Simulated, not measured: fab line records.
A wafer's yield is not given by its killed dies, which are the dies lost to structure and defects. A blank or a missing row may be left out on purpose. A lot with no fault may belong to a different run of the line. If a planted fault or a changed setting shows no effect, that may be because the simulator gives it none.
A struck lot beside a sound one    flow sky130    15 steps out of a route of 708
Sound: these wafers, L515.2, L515.3, L515.6. Struck: wafer L535.2 (L535.1, L535.6, from the same lot, were not struck and are left out); the cause is given at the end.
Per side, at each step with rows, come the tool, then ch with its chambers, and then its first start. Under that, the readings that differ: sound wafers    struck wafers    difference of the means    sigmas: that difference in standard deviations of wafers without a fault.
alike: same words and numbers on both sides, and readings whose means sit less than 2 such deviations apart. not compared: any withheld reading, any reading some wafer has no value for, any bound like >300 that may hide the same value, and any number with overlapping values for which the record gives no deviation.
The two part at a step that has a row with sigmas, a row that says differs or no value, or rows on one side only. Non-overlapping numbers with no deviation appear without sigmas and do not part them. A reading that every wafer of one side lacks parts them only if that side has two wafers or more.

first, 3 steps without rows for these wafers: SKY_VIA1_STRIP_17 (strips in post etch residue remover, time 1200 s); SKY_VIA1_CLEAN_18 (cleans in IPA, time 180 s); SKY_VIA1_CLEAN_19 (cleans in O3/DIW).
SKY_VIA1_SPUTTER_20: material TiN, target thk 20 nm, time 80 s.
  struck on pvd-sputter-02, day 40 10:06; sound on pvd-sputter-02, day 33 20:28
  alike: chamber-pressure-pa, throttle-valve-pct
then, 1 step without rows for these wafers: SKY_VIA1_CVD_21 (deposits W, target thk 270 nm, time 80.902 s).
SKY_VIA1_RS_MEAS_22: measures by four-point-probe.
  struck on film-metro-03, day 40 10:15; sound on film-metro-03, day 33 20:38
  alike: VIA1_W_RS
SKY_VIA1_THK_MEAS_23: measures by xrf.
  struck on film-metro-03, day 40 10:22; sound on film-metro-03, day 33 20:45
  alike: VIA1_W_THK
SKY_VIA1_CMP_24: polishes, stops on SiO2, t overpolish 15 s, target thk 0 nm.
  sound on cmp-02 ch 0,1,3, day 33 20:48; struck on cmp-01 ch 3, day 40 10:29
reading                 sound     struck  difference  sigmas
time-to-endpoint-s (s)  71 69 70  62      -8          -3
  alike: motor-current-A, overpolish-run-s
SKY_METAL2_SPUTTER_00: material Ti, target thk 15 nm, time 10 s.
  struck on pvd-sputter-03, day 40 10:44; sound on pvd-sputter-02, day 33 21:06
  alike: chamber-pressure-pa, throttle-valve-pct
then, 1 step without rows for these wafers: SKY_METAL2_SPUTTER_01 (material TiN, target thk 20 nm, time 16.7 s).
SKY_METAL2_SPUTTER_02: material AlCu, target thk 250 nm, time 13.3 s.
  struck on pvd-sputter-03, day 40 10:47; sound on pvd-sputter-02, day 33 21:09
  alike: chamber-pressure-pa, throttle-valve-pct
SKY_METAL2_SPUTTER_03: material Ti, target thk 5 nm, time 3.3 s.
  struck on pvd-sputter-03, day 40 10:49; sound on pvd-sputter-02, day 33 21:10
  alike: chamber-pressure-pa, throttle-valve-pct
SKY_METAL2_SPUTTER_04: material TiN, target thk 70 nm, time 58.3 s.
  struck on pvd-sputter-03, day 40 10:49; sound on pvd-sputter-02, day 33 21:11
reading                   sound                 struck  difference  sigmas
chamber-pressure-pa (Pa)  0.3986 0.4011 0.3997  0.3784  -0.0214     -29
  alike: throttle-valve-pct
SKY_METAL2_RS_MEAS_05: measures by four-point-probe.
  struck on film-metro-01, day 40 10:52; sound on film-metro-02, day 33 21:16
  alike: METAL2_ALCU_RS
SKY_PAD_OPEN_PROBE_99:
  rows exist in the record for the sound wafers here (prober-02, day 45 19:30), none for the struck ones

WHERE THEY PART
First at SKY_VIA1_CMP_24; last, within this record, at SKY_PAD_OPEN_PROBE_99.

WHY: what the simulator had put in
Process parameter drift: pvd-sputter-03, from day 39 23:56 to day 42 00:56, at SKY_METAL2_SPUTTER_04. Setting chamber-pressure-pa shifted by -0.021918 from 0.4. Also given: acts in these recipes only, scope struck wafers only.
